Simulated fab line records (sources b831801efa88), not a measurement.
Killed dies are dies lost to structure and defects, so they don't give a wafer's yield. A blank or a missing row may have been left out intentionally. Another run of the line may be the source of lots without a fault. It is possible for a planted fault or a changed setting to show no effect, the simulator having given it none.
Which tool is to blame?	flow sky130	13 lots with 39 wafers sampled at 2 steps, on a route of 708 steps

== WHAT THE GAUGES SHOWED, per wafer ==
SKY_METAL1_CD_MEAS_15 targets a cd of 140 nm. Usual: 140.3 nm for cd_nm, sd 1.5.
lot	measured	on	cd_nm (nm)	flag
L924	day 32 11:50	cd_sem-02	140.9 141.7 141.5	
L923	day 32 12:26	cd_sem-01	140.5 138.8 139.9	
L925	day 33 08:29	cd_sem-01	139.5 140.9 139.1	
L926	day 33 10:58	cd_sem-02	139.5 139.4 141.4	
L927	day 34 03:49	cd_sem-02	140.5 140.1 140.1	
L928	day 35 02:03	cd_sem-02	139.8 141.7 138.7	
L930	day 35 09:31	cd_sem-01	139.3 140.1 138.7	
L934	day 36 13:41	cd_sem-01	140.0 140.2 140.1	
L937	day 37 11:43	cd_sem-01	138.1 137.9 138.1	
L938	day 37 14:16	cd_sem-01	140.4 141.0 140.0	
L941	day 38 06:27	cd_sem-01	139.1 139.5 137.4	
L942	day 38 17:52	cd_sem-02	139.0 140.1 139.5	
L945	day 39 07:34	cd_sem-02	141.1 142.3 141.9	

== WHAT TOOL EACH LOT RAN ON (gives the tool, then ch and the chambers of the sampled wafers, and finally the start) ==
lot	SKY_CONTACT_CVD_24
L924	cvd_w-01 ch 0,1, day 31 07:05
L923	cvd_w-02 ch 0,1, day 31 08:28
L925	cvd_w-02 ch 0,1, day 32 04:20
L926	cvd_w-02 ch 0,1, day 32 07:47
L927	cvd_w-02 ch 0,1, day 33 00:41
L928	cvd_w-02 ch 0,1, day 33 23:38
L930	cvd_w-02 ch 0,1, day 34 05:05
L934	cvd_w-01 ch 0,1, day 35 11:16
L937	cvd_w-01 ch 0,1, day 36 09:04
L938	cvd_w-02 ch 0,1, day 36 11:34
L941	cvd_w-01 ch 0,1, day 37 03:37
L942	cvd_w-02 ch 0,1, day 37 16:26
L945	cvd_w-01 ch 0,1, day 38 06:26
- SKY_CONTACT_CVD_24: deposits W, target thk 340 nm, time 102.12 s.

== AS READ BY THE TOOLS THEMSELVES (means over the sampled wafers that have a number; for cases with no such wafer, the mark the record gives instead) ==
SKY_CONTACT_CVD_24. Usual: 933 W for heater_power_w, sd 93.
lot	tool	heater_power_w (W)	flag
L924	cvd_w-01	865	
L923	cvd_w-02	1001	
L925	cvd_w-02	999	
L926	cvd_w-02	932	
L927	cvd_w-02	984	
L928	cvd_w-02	996	
L930	cvd_w-02	930	
L934	cvd_w-01	868	
L937	cvd_w-01	861	
L938	cvd_w-02	933	
L941	cvd_w-01	853	
L942	cvd_w-02	999	
L945	cvd_w-01	913	

== THE ANSWER, worked out from the rows above alone ==
Rule: a lot is off if the mean of its wafers that have a number lies more than 3 standard deviations from the usual mean. A lot without any number at a reading at which 4 lots or more have one is off too. The other lots that the step has rows for count as sound. Order of review: gauges by route order, followed by the tools' own readings, for which a lot's mean as printed above is used. At the first step where some lot is off, the reading lying furthest off is the one used; lots without a number count as furthest.
Across all readings shown, no lot is off: no conclusion can be drawn from this.

== WHAT THE SIMULATOR HAD INSERTED ==
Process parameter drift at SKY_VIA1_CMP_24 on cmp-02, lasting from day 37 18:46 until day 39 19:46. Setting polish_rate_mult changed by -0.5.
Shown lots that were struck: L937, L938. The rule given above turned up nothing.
